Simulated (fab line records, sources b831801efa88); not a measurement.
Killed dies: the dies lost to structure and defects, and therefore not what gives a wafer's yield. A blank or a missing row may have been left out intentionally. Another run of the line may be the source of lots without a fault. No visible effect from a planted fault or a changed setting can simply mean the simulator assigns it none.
Problem report in the 8D (eight disciplines) form, filled by code	flow sky130	the parts of the form that need people (team, actions taken, sign-off) are left out

1. WHAT WENT WRONG
Mean of killed_at_M4_up at SKY_PAD_OPEN_PROBE_99: 55.2 across 6 wafers in 2 lots; on wafers with no fault it is 3.2 (standard deviation 2). Relative to the usual mean, that is a shift of +26 standard deviations.
Seen first at day 49 18:49 on prober-02, wafer L990.3. Wafers with a number at this step in the record: 39, from 13 lots. Rule for "out", or "out of limits": more than 4 standard deviations from the usual mean. All remaining wafers that have a number are taken as sound.

2. WHAT IT IS; WHAT IT IS NOT
question	is	is not
which readings at this step	killed_at_M4_up, sort_bin_3_pad_short	killed_at_M0_to_M3, killed at contacts, killed at front end, killed at other, killed short, sort_bin_6_memory
which lots	L990, L993	L974, L977, L979, L980, L981, L982, L985, L986, L987, L996, L997
which wafers of those lots	all that have a number	-
read on which tools	prober-02	prober-01
when	from day 49 18:49	up to then (27 sound wafers); but 6 sound wafers of L996, L997 came after

3. THE SUSPECTS, EACH WITH WHAT RULES IT OUT
Counting: a tool at a process step up to the reading stays a suspect if it ran every lot that is out and no sound lot after the first of them.
- cmp-02 at SKY_VIA4_CMP_02 (polishes SiO2): ruled out as a lasting fault. Following L990 (day 46 08:47), the first lot on it that is out, the sound lots L996 were run on it.
- wet bench-03 at SKY_METAL5_CLEAN_18 (cleans in IPA, time 180 s): kept. All lots that are out passed through it, beginning with L990 at day 48 03:26, and no sound lot followed; its final sound lot before that point was L985 at day 48 00:16.
- prober-02 at SKY_PAD_OPEN_PROBE_99: ruled out as a lasting fault. Following L990 (day 49 18:49), the first lot on it that is out, the sound lots L997 were run on it.
After counting, what remains is wet bench-03 at SKY_METAL5_CLEAN_18.

4. THE CAUSE (what the simulator had put in)
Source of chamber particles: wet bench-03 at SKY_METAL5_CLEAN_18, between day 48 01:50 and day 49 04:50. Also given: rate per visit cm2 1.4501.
After counting, this tool was the only one left.

5. SEQUENCE OF EFFECTS, ordered by route
One row per reading whose mean, taken over the struck wafers that have a number, lies over 3 standard deviations from the usual. Only readings whose record carries a usual standard deviation are examined. hours: median over the lots of the time between each lot's start at the first step of this table that gives one and its start at this step. sigmas: the change, counted in usual standard deviations.
hours	step	reading	usual	on struck wafers	change	sigmas
0	SKY_PAD_OPEN_PROBE_99	defect limited yield	82.4 %	73.3	-9.1	-4.3
0	SKY_PAD_OPEN_PROBE_99	killed_at_M4_up	3.2	55.2	+52.0	+26
0	SKY_PAD_OPEN_PROBE_99	killed dies	86	132	+46	+4.5
0	SKY_PAD_OPEN_PROBE_99	killed on rim	17	28	+11	+3.1
0	SKY_PAD_OPEN_PROBE_99	sort_bin_3_pad_short	0.9 %	4.2	+3.3	+8.2
0	SKY_PAD_OPEN_PROBE_99	sort_bin_5_function	10.4 %	15.9	+5.5	+3.7
0	SKY_PAD_OPEN_PROBE_99	sort n pass	406	360	-46	-4.5
0	SKY_PAD_OPEN_PROBE_99	sort yield pct	82.4 %	73.3	-9.1	-4.3
Process steps it contains:
- SKY_PAD_OPEN_PROBE_99

6. HOW IT WOULD HAVE BEEN CAUGHT EARLIER
First out-of-limits reading in this record: day 49 18:49, which is 41 hours after fault onset at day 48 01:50.
The start of SKY_METAL5_CLEAN_18 on wet bench-03 came by day 49 18:49 for every one of the lots that are out (2). Had the tool been put on hold then, not one of them would have been saved.
